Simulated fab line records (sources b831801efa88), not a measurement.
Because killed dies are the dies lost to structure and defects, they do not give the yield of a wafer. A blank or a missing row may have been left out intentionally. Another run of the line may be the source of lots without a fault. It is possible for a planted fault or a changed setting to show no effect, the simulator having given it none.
Which tool was responsible? ; flow gf180mcu ; 30 wafers from 10 lots sampled at 4 of the route's 602 steps

## WHAT EACH GAUGE READ, for each wafer
GF_V3_RS_MEAS_24: a four-point-probe measurement.
lot;measured;on;V3_W_RS (ohm/sq)
L591;day 22 08:35;film metro-01;0.331 0.328 0.330
L595;day 23 23:46;film metro-02;0.327 0.326 0.324
L600;day 25 10:12;film metro-02;0.329 0.337 0.328
L601;day 26 02:37;film metro-02;0.329 0.330 0.327
L603;day 26 10:00;film metro-02;0.283 0.328 0.283 0.283 0.327 0.282
L605;day 27 06:57;film metro-02;0.282 0.322 0.324 0.281 0.322 0.324
L607;day 28 01:35;film metro-02;0.325 0.281 0.329 0.326 0.281 0.329
L610;day 29 00:16;film metro-02;0.323 0.325 0.324
L613;day 29 14:28;film metro-02;0.329 0.327 0.325
L614;day 29 19:08;film metro-02;0.324 0.323 0.319

## EACH LOT AND THE TOOL THAT RAN IT (in order: tool; ch and the chambers of the sampled wafers; start)
lot;GF_V2_SPUTTER_21;GF_V2_SPUTTER_22;GF_V3_CVD_23
L591;pvd sputter-02, day 20 05:24;pvd sputter-02, day 20 05:28;cvd w-01 ch 0,1, day 22 08:29
L595;pvd sputter-02, day 21 23:20;pvd sputter-02, day 21 23:24;cvd w-02 ch 0, day 23 23:34
L600;pvd sputter-03, day 23 11:02;pvd sputter-03, day 23 11:06;cvd w-01 ch 0, day 25 10:05
L601;pvd sputter-03, day 24 04:35;pvd sputter-03, day 24 04:39;cvd w-02 ch 0,1, day 26 02:30
L603;pvd sputter-03, day 24 11:17;pvd sputter-03, day 24 11:21;cvd w-02 ch 0,1, day 26 09:53
L605;pvd sputter-03, day 25 09:25;pvd sputter-03, day 25 09:28;cvd w-02 ch 0,1, day 27 06:49
L607;pvd sputter-02, day 26 05:29;pvd sputter-02, day 26 05:33;cvd w-02 ch 0,1, day 28 01:29
L610;pvd sputter-03, day 27 05:17;pvd sputter-03, day 27 05:21;cvd w-01 ch 0,1, day 29 00:10
L613;pvd sputter-03, day 27 22:18;pvd sputter-03, day 27 22:22;cvd w-01 ch 0,1, day 29 14:21
L614;pvd sputter-04, day 28 02:17;pvd sputter-04, day 28 02:21;cvd w-01 ch 0,1, day 29 19:02
- GF_V2_SPUTTER_21: material Ti, target thk 15 nm, time 80.02 s.
- GF_V2_SPUTTER_22: material TiN, target thk 10 nm, time 40 s.
- GF_V3_CVD_23: deposits W, target thk 350 nm, time 104.9 s.

## THE ANSWER, worked out from the rows above alone
Rule: what is usual is taken from the lots themselves. The widest of any qualifying gaps counts: lots, ordered by their means at a reading, are off when they make up no more than a third of the lots, leave a main group of 4 or more, and stand apart from it by 3 or more times the standard deviation of that group's means. Not used: any main group whose means are identical at the precision the tables above print for the reading. A lot without any number at a reading at which 4 lots or more have one is off too. Where the step has rows for the other lots, those lots are counted as sound.
Off: at GF_V3_RS_MEAS_24 (V3_W_RS), L603, L605, L607. Mean 0.327 ohm/sq and standard deviation 0.003 in the main group.
If a tool, at a process step before that reading, ran all the lots that are off and no sound lot after the first of them, it fits. Gauges at GF_V3_RS_MEAS_24: tried the same way as those tools. One fits: cvd w-02 at GF_V3_CVD_23. A fault onset in the window from L601 (day 26 02:30, its last sound lot) to L603 (day 26 09:53, its first lot off) fits.

## WHAT WAS PUT IN BY THE SIMULATOR
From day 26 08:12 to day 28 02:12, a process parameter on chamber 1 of cvd w-02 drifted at GF_V3_CVD_23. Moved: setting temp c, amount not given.
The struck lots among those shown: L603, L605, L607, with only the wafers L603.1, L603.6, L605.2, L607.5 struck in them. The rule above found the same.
